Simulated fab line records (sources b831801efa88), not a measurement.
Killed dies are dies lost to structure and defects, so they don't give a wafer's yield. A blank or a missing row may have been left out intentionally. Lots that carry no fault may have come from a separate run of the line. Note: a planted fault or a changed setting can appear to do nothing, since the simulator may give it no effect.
2 desks looking at one fault || flow gf180mcu || only its own numbers are on each desk; what lay behind them is given at the end

METROLOGY DESK
What the gauges read for every lot (on any tool): the sampled wafers with a number, averaged. If a lot's mean is further than 4 standard deviations from the usual mean, the lot is out of limits and carries the mark OUT (the distance appears in the brackets).
Columns: A = CONTACT_W_RS at GF_CONTACT_RS_MEAS_25, usual 0.382 ohm/sq; B = CONTACT_W_THK at GF_CONTACT_THK_MEAS_26, usual 299 nm
{"lot": "L463", "first seen here": "day 15 22:02", "A": 0.384, "B": 297}
{"lot": "L472", "first seen here": "day 19 07:59", "A": 0.381, "B": 299}
{"lot": "L473", "first seen here": "day 19 17:32", "A": 0.382, "B": 297}
{"lot": "L484", "first seen here": "day 23 11:49", "A": 0.379, "B": 301}
{"lot": "L485", "first seen here": "day 23 20:34", "A": 0.377, "B": 303}
{"lot": "L486", "first seen here": "day 24 03:52", "A": 0.377, "B": 303}
Finding of this desk: none of the 6 lots has anything out of limits.

AT THE TOOL OWNER'S DESK: pvd_sputter-02
The tool's own readings at GF_M1_SPUTTER_03 (material Ti, target thk 10 nm, time 6.7 s): means of the sampled wafers that have a number, for each lot that ran on this tool. If a lot's mean is further than 4 standard deviations from the usual mean, the lot is out of limits and carries the mark OUT (the distance appears in the brackets).
Columns: A = throttle_valve_pct at GF_M1_SPUTTER_03, usual 29.9 %
{"lot": "L472", "first seen here": "day 19 08:36", "A": 30.3}
{"lot": "L484", "first seen here": "day 23 12:37", "A": 30.3}
{"lot": "L485", "first seen here": "day 23 21:11", "A": 30.9}
Finding of this desk: none of the 3 lots has anything out of limits.

BROUGHT TOGETHER
From the metrology desk's view, nothing was out of limits.
Nothing out of limits was seen by the tool owner's desk.

WHAT THE SIMULATOR PUT IN
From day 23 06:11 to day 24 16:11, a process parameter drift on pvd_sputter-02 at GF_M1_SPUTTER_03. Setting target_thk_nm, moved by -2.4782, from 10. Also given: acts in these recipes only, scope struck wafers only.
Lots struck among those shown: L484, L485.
